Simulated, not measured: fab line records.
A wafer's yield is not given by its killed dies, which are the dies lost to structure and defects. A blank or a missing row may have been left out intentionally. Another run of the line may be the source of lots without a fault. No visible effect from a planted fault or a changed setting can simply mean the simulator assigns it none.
The tool behind it: which one? :: flow sky130 :: route of 708 steps, sampled at 1 step: 11 lots, 33 wafers

## WHAT THE GAUGES SHOWED, per wafer
SKY_VIA2_THK_MEAS_01. Usual: VIA2_HDPCVD_THK typically reads 1176 nm, with standard deviation 13.
lot: L818
measured: day 35 12:51
on: film metro-03
VIA2_HDPCVD_THK (nm): 1177 1170 1169
flag: 

lot: L821
measured: day 36 11:58
on: film metro-02
VIA2_HDPCVD_THK (nm): 1185 1167 1179
flag: 

lot: L822
measured: day 36 21:25
on: film metro-03
VIA2_HDPCVD_THK (nm): 1180 1195 1160
flag: 

lot: L823
measured: day 37 11:48
on: film metro-03
VIA2_HDPCVD_THK (nm): 1189 1200 1195
flag: 

lot: L824
measured: day 37 16:20
on: film metro-02
VIA2_HDPCVD_THK (nm): 1182 1194 1168
flag: 

lot: L829
measured: day 39 17:53
on: film metro-02
VIA2_HDPCVD_THK (nm): 1172 1201 1171
flag: 

lot: L833
measured: day 40 08:50
on: film metro-03
VIA2_HDPCVD_THK (nm): 1179 1159 1179
flag: 

lot: L834
measured: day 40 19:45
on: film metro-02
VIA2_HDPCVD_THK (nm): 1195 1201 1173
flag: 

lot: L836
measured: day 41 01:13
on: film metro-03
VIA2_HDPCVD_THK (nm): 1169 1195 1180
flag: 

lot: L837
measured: day 41 05:29
on: film metro-03
VIA2_HDPCVD_THK (nm): 1184 1173 1163
flag: 

lot: L839
measured: day 41 22:36
on: film metro-03
VIA2_HDPCVD_THK (nm): 1182 1144 1175
flag: 

## WHAT TOOL EACH LOT RAN ON (gives the tool, then ch and the chambers of the sampled wafers, and finally the start)
There is no process step in the record ahead of these readings.

## AS READ BY THE TOOLS THEMSELVES (means over the sampled wafers that have a number; for cases with no such wafer, the mark the record gives instead)
The record holds no such reading with a usual standard deviation.

## THE ANSWER, worked out from the rows above alone
Rule: take the mean of a lot's wafers that have a number; if it is more than 3 standard deviations from the usual mean, the lot is off. A lot without any number at a reading at which 4 lots or more have one is off too. The other lots that the step has rows for count as sound. The gauges are gone through in route order, then the tools' own readings, and for those a lot's mean is taken as printed above. At the first step where some lot is off, the reading lying furthest off is the one used; lots without a number count as furthest.
Nothing can be told from this: no lot is off at any reading shown.

## WHAT HAD BEEN PUT IN BY THE SIMULATOR
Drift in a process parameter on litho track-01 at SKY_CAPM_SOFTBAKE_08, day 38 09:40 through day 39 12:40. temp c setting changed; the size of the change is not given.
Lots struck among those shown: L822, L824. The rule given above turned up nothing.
